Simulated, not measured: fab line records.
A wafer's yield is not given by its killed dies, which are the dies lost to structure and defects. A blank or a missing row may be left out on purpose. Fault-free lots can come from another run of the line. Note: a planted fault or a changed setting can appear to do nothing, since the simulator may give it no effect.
What tool caused it? :: flow gf180mcu :: 18 wafers from 6 lots sampled at 2 of the route's 602 steps

WHAT THE GAUGES READ, wafer by wafer
GF_VT_IMPLANT_TW_MEAS_21.
lot: L300
measured: day 6 13:38
on: film-metro-02
VT_IMPLANT_2_TW: 1216 1222 1215

lot: L309
measured: day 8 23:36
on: film-metro-03
VT_IMPLANT_2_TW: 1160 1155 1166

lot: L311
measured: day 9 13:35
on: film-metro-04
VT_IMPLANT_2_TW: 1138 1137 1141

lot: L313
measured: day 9 23:39
on: film-metro-02
VT_IMPLANT_2_TW: 1220 1231 1228

lot: L315
measured: day 10 15:36
on: film-metro-04
VT_IMPLANT_2_TW: 1188 1190 1190

lot: L318
measured: day 11 13:59
on: film-metro-03
VT_IMPLANT_2_TW: 1230 1223 1223

WHAT TOOL EACH LOT RAN ON (gives the tool, then ch and the chambers of the sampled wafers, and finally the start)
lot: L300
GF_VT_IMPLANT_IMPLANT_19: implanter-02 ch 0, day 6 13:25

lot: L309
GF_VT_IMPLANT_IMPLANT_19: implanter-02 ch 0, day 8 23:21

lot: L311
GF_VT_IMPLANT_IMPLANT_19: implanter-02 ch 0, day 9 13:20

lot: L313
GF_VT_IMPLANT_IMPLANT_19: implanter-03 ch 0, day 9 23:26

lot: L315
GF_VT_IMPLANT_IMPLANT_19: implanter-03 ch 0, day 10 15:21

lot: L318
GF_VT_IMPLANT_IMPLANT_19: implanter-03 ch 0, day 11 13:44
- GF_VT_IMPLANT_IMPLANT_19

THE ANSWER, worked out from the rows above alone
Rule: the usual values come from the lots themselves. Put in order of their means at a reading, lots are off if they are a third of the lots or fewer, leave a main group of 4 or more, and stand apart from it by a gap of 3 or more times the standard deviation of the main group's means; of several such gaps the widest counts. A main group is skipped when, at the precision printed for the reading in the tables above, its means are all equal. Also off: a lot with no number at a reading for which 4 or more lots have one. All remaining lots with rows at the step are treated as sound.
No lot is off at any reading shown: from this, nothing can be told.

WHAT THE SIMULATOR HAD INSERTED
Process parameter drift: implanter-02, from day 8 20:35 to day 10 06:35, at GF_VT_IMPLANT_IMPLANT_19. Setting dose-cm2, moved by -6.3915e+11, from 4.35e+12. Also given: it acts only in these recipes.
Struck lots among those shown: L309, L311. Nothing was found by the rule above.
